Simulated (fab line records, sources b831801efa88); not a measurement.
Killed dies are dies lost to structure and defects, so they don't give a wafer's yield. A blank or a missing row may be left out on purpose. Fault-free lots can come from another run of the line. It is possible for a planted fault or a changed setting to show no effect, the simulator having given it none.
A struck lot beside a sound one :: flow sky130 :: 44 steps out of a route of 708
Sound: these wafers, L677.2, L677.3, L677.5. Wafers L688.4, L688.5, L688.6 were the ones struck. At the end, the cause is stated.
Per side, at each step with rows, come the tool, then ch with its chambers, and then its first start. Under that, the readings that differ: sound wafers :: struck wafers :: difference of the means :: sigmas: that difference in standard deviations of wafers without a fault.
alike: readings whose means differ by less than 2 such deviations, and words and numbers that are the same on both sides. not compared: withheld readings, readings that some wafer has no value for, bounds like >300 that may hide the same value, and numbers for which the record gives no deviation and whose values overlap.
The two part at a step that has a row with sigmas, a row that says differs or no value, or rows on one side only. When numbers do not overlap yet have no deviation, they are printed without sigmas and do not part them. Lack of a reading on every wafer of one side parts them only where that side has two or more wafers.

first, 2 steps without rows for these wafers: SKY_DNWELL_DEVELOP_06 (develop time 60 s); SKY_DNWELL_IMPLANT_07.
SKY_DNWELL_STRIP_08: strips in O2/N2.
  sound on plasma asher-01 ch 0,1, day 3 23:49; struck on plasma asher-04 ch 0,1, day 6 08:40
  alike: drypump motor current A, o2 flow sccm, oes product au, strip time to endpoint s
  not compared: rf hours counter h
SKY_DNWELL_TW_MEAS_09:
  sound on film metro-02, day 3 23:56; struck on film metro-01, day 6 08:46
  alike: DNWELL_TW
then, 7 steps without rows for these wafers: SKY_PWDE_DEHYDRATE_00 (time 60 s); SKY_PWDE_HMDS_01 (prime time 60 s); SKY_PWDE_COAT_02 (resist thk 3000 nm); SKY_PWDE_SOFTBAKE_03; SKY_PWDE_EXPOSE_04 (exposes mask PWDEM, target cd 840 nm); SKY_PWDE_PEB_05; SKY_PWDE_DEVELOP_06 (develop time 60 s).
SKY_PWDE_OVL_MEAS_07:
  sound on overlay-02, day 4 16:40; struck on overlay-01, day 7 03:35
  alike: PWDE_OVL
SKY_PWDE_IMPLANT_08:
  sound on implanter-01 ch 0, day 4 16:44; struck on implanter-01 ch 0, day 7 03:40
reading: beam on s (s)
sound: 10.13 9.97 10.42
struck: 12.21 11.50 11.99
difference: +1.73
sigmas: +8

reading: end station pressure torr (Torr)
sound: 5.26e-06 5.28e-06 5.54e-06
struck: 8.772e-05 9.533e-05 9.074e-05
difference: +8.590e-05
sigmas: +99 or more

reading: faraday current uA
sound: 19.9 20.4 19.5
struck: 16.8 17.8 17.2
difference: -2.7
sigmas: -6
SKY_PWDE_STRIP_09: strips in O2/N2.
  sound on plasma asher-01 ch 0,1, day 4 16:51; struck on plasma asher-03 ch 0,1, day 7 03:47
  alike: drypump motor current A, o2 flow sccm, oes product au, strip time to endpoint s
  not compared: rf hours counter h
SKY_PWDE_TW_MEAS_10:
  sound on film metro-04, day 4 16:58; struck on film metro-04, day 7 03:53
reading: PWDE_TW
sound: 378.4 378.0 378.3
struck: 400.4 402.6 402.3
difference: +23.5
sigmas: +10
then, 7 steps without rows for these wafers: SKY_NWELL_DEHYDRATE_03 (time 60 s); SKY_NWELL_HMDS_04 (prime time 60 s); SKY_NWELL_COAT_05 (resist thk 3000 nm); SKY_NWELL_SOFTBAKE_06; SKY_NWELL_EXPOSE_07 (exposes mask NWM, target cd 840 nm); SKY_NWELL_PEB_08; SKY_NWELL_DEVELOP_09 (develop time 60 s).
SKY_NWELL_OVL_MEAS_10:
  sound on overlay-01, day 5 10:53; struck on overlay-01, day 8 00:06
  alike: NWELL_00_OVL
then, 3 steps without rows for these wafers: SKY_NWELL_IMPLANT_11; SKY_NWELL_IMPLANT_12; SKY_NWELL_IMPLANT_13.
SKY_NWELL_STRIP_14: strips in O2/N2.
  sound on plasma asher-02 ch 0,1, day 5 11:22; struck on plasma asher-03 ch 0,1, day 8 00:36
reading: strip time to endpoint s (s)
sound: 37.13 37.15 37.14
struck: 36.75 36.82 36.76
difference: -0.36
sigmas: -3
  alike: drypump motor current A, o2 flow sccm, oes product au
  not compared: rf hours counter h
SKY_NWELL_TW_MEAS_15:
  sound on film metro-02, day 5 11:29; struck on film metro-04, day 8 00:42
  alike: NWELL_TW
then, 7 steps without rows for these wafers: SKY_NWELL_DEHYDRATE_16 (time 60 s); SKY_NWELL_HMDS_17 (prime time 60 s); SKY_NWELL_COAT_18 (resist thk 3000 nm); SKY_NWELL_SOFTBAKE_19; SKY_NWELL_EXPOSE_20 (exposes mask NWM COMPLEMENT, target cd 840 nm); SKY_NWELL_PEB_21; SKY_NWELL_DEVELOP_22 (develop time 60 s).
SKY_NWELL_OVL_MEAS_23:
  sound on overlay-01, day 6 05:43; struck on overlay-01, day 8 21:40
  alike: NWELL_01_OVL
after that, 1 step had no rows for these wafers: SKY_NWELL_IMPLANT_24.
SKY_NWELL_STRIP_25: strips in O2/N2.
  sound on plasma asher-03 ch 0,1, day 6 05:53; struck on plasma asher-02 ch 0,1, day 8 21:52
  alike: drypump motor current A, o2 flow sccm, oes product au, strip time to endpoint s
  not compared: rf hours counter h
SKY_NWELL_TW_MEAS_26:
  sound on film metro-04, day 6 06:00; struck on film metro-02, day 8 21:58
  alike: NWELL_2_TW
then, 1 step without rows for these wafers: SKY_NWELL_CLEAN_27 (cleans in SC1/SC2, time 150 s).
SKY_NWELL_RTA_28: time 30 s.
  sound on rtp anneal-01 ch 0, day 6 06:07; struck on rtp anneal-02 ch 0, day 8 22:06
  alike: lamp power pct, ramp down c per s, wafer_temp_C_max
SKY_NWELL_RS_MEAS_29: measurement is done with a four-point probe.
  sound on film metro-01, day 6 06:13; struck on film metro-04, day 8 22:13
  alike: NWELL_RS
SKY_NWELL_RS_MEAS_31: measurement is done with a four-point probe.
  sound on film metro-01, day 6 06:28; struck on film metro-04, day 8 22:27
reading: PWDE_RS (ohm/sq)
sound: 5258 5263 5279
struck: 4529 4507 4531
difference: -744
sigmas: -41
-- the record jumps here: 41 days lie between the struck wafers' starts before and after (it left off in module NWELL and takes up again in module PAD_OPEN, whose first step shown is number 708 of the route) --
SKY_PAD_OPEN_PROBE_99:
  sound on prober-01, day 47 05:55; struck on prober-01, day 49 19:37
reading: model.etest.res_p_drift_20v.line ohm um
sound: 1.198e+04 1.157e+04 1.157e+04
struck: 9807 9371 9310
difference: -2211
sigmas: 

reading: model.etest.res_p_drift_20v.rs ohm sq
sound: 9911 9795 9729
struck: 8190 7942 7836
difference: -1822
sigmas: 

reading: model.etest.res pwde under gate.rs ohm sq
sound: 6104 6174 6116
struck: 5189 5197 5200
difference: -936
sigmas: 
  alike: killed_at_M0_to_M3, killed_at_M4_up, killed at contacts, killed at front end, killed at other, killed dies, killed open, killed short

WHERE THEY PART
Last at SKY_NWELL_RS_MEAS_31 as far as this record goes, first at SKY_PWDE_IMPLANT_08. Later steps at which nothing parts them and some readings are alike: SKY_PAD_OPEN_PROBE_99.

WHY: the cause the simulator had injected
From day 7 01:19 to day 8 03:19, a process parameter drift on implanter-01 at SKY_PWDE_IMPLANT_08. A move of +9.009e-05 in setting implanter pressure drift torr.
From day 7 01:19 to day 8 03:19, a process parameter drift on implanter-01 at SKY_PWDE_IMPLANT_08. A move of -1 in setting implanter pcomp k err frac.
